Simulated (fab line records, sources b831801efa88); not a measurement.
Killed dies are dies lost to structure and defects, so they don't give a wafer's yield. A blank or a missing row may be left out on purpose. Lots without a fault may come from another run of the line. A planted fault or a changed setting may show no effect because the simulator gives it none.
One fault seen from 2 desks | flow sky130 | each desk has only its own numbers; what lay behind them comes last

THE TOOL OWNER'S DESK: lpcvd-02
The tool's own readings at SKY_POLY_GATE_CVD_03 (deposits Si3N4 from DCS/NH3, target thk 75 nm, time 1290 s): means of the sampled wafers that have a number, for each lot that ran on this tool. A lot is out of limits, marked OUT, if its mean lies more than 4 standard deviations from the usual mean; the brackets give that distance.
Columns: A = spike_tc_lower_C at SKY_POLY_GATE_CVD_03, usual 769.3 C
lot  | first seen here | A
L564 | day 14 20:25    | 770.2
L570 | day 17 17:24    | 769.4
L571 | day 17 17:24    | 767.2
L575 | day 19 07:49    | 768.9
L576 | day 19 13:40    | 769.1
L577 | day 19 22:26    | 767.8
L585 | day 22 19:04    | 770.2
L586 | day 22 22:58    | 768.2
L587 | day 23 09:35    | 769.3
This desk's finding: nothing out of limits on any of the 9 lots.

THE METROLOGY DESK
What the gauges read, lot by lot, whatever tool the lot ran on: means of the sampled wafers that have a number. A lot is out of limits, marked OUT, if its mean lies more than 4 standard deviations from the usual mean; the brackets give that distance.
Columns: A = POLY_GATE_TW at SKY_RES_PROTECT_TW_MEAS_08, usual 4014; B = POLY_GATE_CVD_03_THK at SKY_POLY_GATE_THK_MEAS_04, usual 74.8 nm
lot  | first seen here | A    | B
L564 | day 14 20:19    | 3999 | 74.7
L571 | day 17 14:19    | 4004 | 74.8
L570 | day 17 14:37    | 4008 | 74.9
L575 | day 19 07:43    | 4033 | 74.3
L576 | day 19 13:04    | 3989 | 75.6
L577 | day 19 22:20    | 3988 | 100.3 (+38) OUT
L585 | day 22 18:25    | 4051 | 75.7
L586 | day 22 22:51    | 4019 | 76.3
L587 | day 23 09:31    | 3984 | 74.8
This desk's finding: out of limits on L577; first on L577, day 19 23:48 (POLY_GATE_CVD_03_THK at SKY_POLY_GATE_THK_MEAS_04). In limits: L564, L571, L570, L575, L576, L585, L586, L587.

PUT TOGETHER
The metrology desk could have raised an alarm at day 19 23:48, on L577.
The tool owner's desk saw nothing out of limits.
The tool owner's desk has L577 on record, within its limits.
Of the lots named, all ran SKY_POLY_GATE_CVD_03 on lpcvd-02.

WHAT THE SIMULATOR HAD PUT IN
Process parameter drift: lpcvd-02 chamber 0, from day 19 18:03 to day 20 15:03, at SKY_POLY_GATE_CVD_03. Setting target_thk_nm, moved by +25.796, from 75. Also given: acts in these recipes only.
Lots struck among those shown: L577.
Hours from the fault's start to each desk's first reading out of limits: the metrology desk, 6.
